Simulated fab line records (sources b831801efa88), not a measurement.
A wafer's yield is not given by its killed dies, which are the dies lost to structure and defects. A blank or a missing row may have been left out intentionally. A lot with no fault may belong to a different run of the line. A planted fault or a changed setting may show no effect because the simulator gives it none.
Which tool was responsible? ; flow gf180mcu ; Sampling: 11 lots, 31 wafers, 3 of 602 route steps

== WHAT THE GAUGES READ, wafer by wafer ==
GF_V3_RS_MEAS_24: the measuring method here is four-point-probe.
lot;measured;on;V3_W_RS (ohm/sq)
L701;day 22 07:07;film_metro-01;0.3305 0.3278 0.3264
L702;day 22 19:08;film_metro-01;0.3265 0.3260 0.3279
L704;day 24 07:32;film_metro-01;0.3289 0.3270 0.3238
L707;day 24 13:07;film_metro-04;0.3314 0.3329 0.3317
L712;day 26 09:08;film_metro-04;0.3288 0.3344 0.3323
L713;day 26 12:20;film_metro-01;0.3242 0.3296 0.3282
L715;day 27 08:24;film_metro-04;0.3275 0.3269 0.3276
L716;day 27 11:35;film_metro-01;0.3311 0.3355 0.2484
L721;day 29 04:11;film_metro-01;0.3256 0.2435
L722;day 29 06:30;film_metro-01;0.3224 0.2426
L723;day 29 06:50;film_metro-02;0.3312 0.3298 0.3280

== WHAT TOOL EACH LOT RAN ON (gives the tool, then ch and the chambers of the sampled wafers, and finally the start) ==
lot;GF_V2_CMP_26;GF_V3_CVD_23
L701;cmp-01 ch 0,1, day 20 05:18;cvd_w-01 ch 0,1, day 22 06:58
L702;cmp-02 ch 1,2,3, day 20 16:58;cvd_w-01 ch 0,1, day 22 19:01
L704;cmp-01 ch 0,1, day 21 23:25;cvd_w-01 ch 1, day 24 07:25
L707;cmp-01 ch 0,2,3, day 22 11:34;cvd_w-01 ch 0,1, day 24 13:01
L712;cmp-01 ch 2,3, day 24 11:45;cvd_w-01 ch 0,1, day 26 09:02
L713;cmp-02 ch 0,1,2, day 24 14:17;cvd_w-01 ch 0,1, day 26 12:13
L715;cmp-01 ch 1,2, day 25 11:42;cvd_w-02 ch 1, day 27 08:17
L716;cmp-02 ch 0,2,3, day 25 14:50;cvd_w-01 ch 0,1, day 27 11:28
L721;cmp-01 ch 0,2, day 27 09:22;cvd_w-01 ch 0, day 29 04:03
L722;cmp-01 ch 2, day 27 12:25;cvd_w-01 ch 0, day 29 06:22
L723;cmp-02 ch 1,2,3, day 27 13:26;cvd_w-02 ch 0,1, day 29 06:43
- GF_V2_CMP_26: polishes, stops on SiO2, t overpolish 15 s, target thk 0 nm.
- GF_V3_CVD_23: deposits W, target thk 350 nm, time 104.9 s.

== THE ANSWER, worked out from the rows above alone ==
Rule: usual is defined by the lots themselves. Put in order of their means at a reading, lots are off if they are a third of the lots or fewer, leave a main group of 4 or more, and stand apart from it by a gap of 3 or more times the standard deviation of the main group's means; of several such gaps the widest counts. Not used: any main group whose means are identical at the precision the tables above print for the reading. Also off: a lot with no number at a reading for which 4 or more lots have one. Where the step has rows for the other lots, those lots are counted as sound.
Off: L716, L721, L722, seen at GF_V3_RS_MEAS_24 (V3_W_RS). The main group has a mean of 0.3287 ohm/sq with a standard deviation of 0.0021.
If a tool, at a process step before that reading, ran all the lots that are off and no sound lot after the first of them, it fits. Gauges at GF_V3_RS_MEAS_24: tried the same way as those tools. 2 tools fit, cvd_w-01 at GF_V3_CVD_23 and film_metro-01 at GF_V3_RS_MEAS_24, so this cannot tell which one it is.

== WHAT WAS PUT IN BY THE SIMULATOR ==
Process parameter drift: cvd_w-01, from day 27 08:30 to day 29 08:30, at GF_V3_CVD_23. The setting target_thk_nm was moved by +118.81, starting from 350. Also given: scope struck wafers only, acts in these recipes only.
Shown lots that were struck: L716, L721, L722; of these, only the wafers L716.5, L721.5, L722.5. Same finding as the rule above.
